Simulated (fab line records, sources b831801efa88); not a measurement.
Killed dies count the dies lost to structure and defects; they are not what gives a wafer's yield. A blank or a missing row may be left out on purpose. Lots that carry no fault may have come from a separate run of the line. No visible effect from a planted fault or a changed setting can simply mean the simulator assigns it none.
8D (eight disciplines) problem report, filled in by code -- flow sky130 -- the parts of the form that need people (team, actions taken, sign-off) are left out

1. WHAT IS WRONG
cathodeDcPowerW at SKY_METAL4_SPUTTER_03 reads a mean of 3208.3 W on 6 wafers of 2 lots; wafers without a fault read 2999.9 W with a standard deviation of 0.52. So: +99 or more standard deviations from the usual mean.
The step: material Ti, target thk 5 nm, time 3.3 s.
First observed at day 45 15:39: wafer L239.1, on pvdSputter-04. The record holds 18 wafers of 6 lots with a number at this step. By rule, "out" or "out of limits" means more than 4 standard deviations away from the usual mean. The other wafers with a number count as sound.

2. WHAT THIS IS AND IS NOT
question,is,is not
which readings at this step,cathodeDcPowerW,throttleValvePct
which lots,"L239, L240","L219, L221, L226, L242"
which wafers of those lots,all that have a number,-
read on which tools,pvdSputter-04,"pvdSputter-01, pvdSputter-02"
when,from day 45 15:39,up to then (9 sound wafers); but 3 sound wafers of L242 came after

3. SUSPECTS, AND WHAT RULES EACH OUT
Counting: a tool at any process step up to the reading remains a suspect when it ran all the lots that are out and ran no sound lot after the first of those.
- pvdSputter-04 at SKY_VIA3_SPUTTER_20 (material TiN, target thk 20 nm, time 80 s): kept. It ran every lot that is out, first L239 (day 45 14:43), and no sound lot after that.
- pvdSputter-04 at SKY_METAL4_SPUTTER_00 (material Ti, target thk 15 nm, time 10 s): kept. All lots that are out passed through it, beginning with L239 at day 45 15:34, and no sound lot followed; its final sound lot before that point was L226 at day 41 20:24.
- pvdSputter-04 at SKY_METAL4_SPUTTER_01 (material TiN, target thk 20 nm, time 16.7 s): kept. All lots that are out passed through it, beginning with L239 at day 45 15:35, and no sound lot followed; its final sound lot before that point was L226 at day 41 20:25.
- pvdSputter-04 at SKY_METAL4_SPUTTER_02 (material AlCu, target thk 735 nm, time 39.1 s): kept. All lots that are out passed through it, beginning with L239 at day 45 15:37, and no sound lot followed; its final sound lot before that point was L226 at day 41 20:26.
- pvdSputter-04 at SKY_METAL4_SPUTTER_03 (material Ti, target thk 5 nm, time 3.3 s): kept. All lots that are out passed through it, beginning with L239 at day 45 15:39, and no sound lot followed; its final sound lot before that point was L226 at day 41 20:29. On those wafers its own readings are out: cathodeDcPowerW.
Left after counting: pvdSputter-04 at SKY_VIA3_SPUTTER_20, pvdSputter-04 at SKY_METAL4_SPUTTER_00, pvdSputter-04 at SKY_METAL4_SPUTTER_01, pvdSputter-04 at SKY_METAL4_SPUTTER_02, pvdSputter-04 at SKY_METAL4_SPUTTER_03.

4. THE CAUSE (what the simulator had put in)
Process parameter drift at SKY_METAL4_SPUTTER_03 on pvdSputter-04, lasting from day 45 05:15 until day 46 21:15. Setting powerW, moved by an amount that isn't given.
Counting left 5 suspects, and this tool is among them.

5. THE CHAIN OF EFFECTS, in route order
Rows list readings where the struck wafers' mean (over those with a number) sits beyond 3 standard deviations from the usual. Only readings for which the record gives a usual standard deviation are gone through. hours: the time from each lot's start at the first step in this table that gives one to its start at this step, as a median over the lots. sigmas: the change in usual standard deviations.
hours,step,reading,usual,on struck wafers,change,sigmas
0,SKY_METAL4_SPUTTER_03,cathodeDcPowerW,2999.9 W,3208.3,+208.4,+99 or more
Process steps it contains:
- SKY_METAL4_SPUTTER_03: material Ti, target thk 5 nm, time 3.3 s.

6. HOW IT WOULD HAVE BEEN CAUGHT EARLIER
First out-of-limits reading in this record: day 45 15:39, which is 10 hours after fault onset at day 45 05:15.
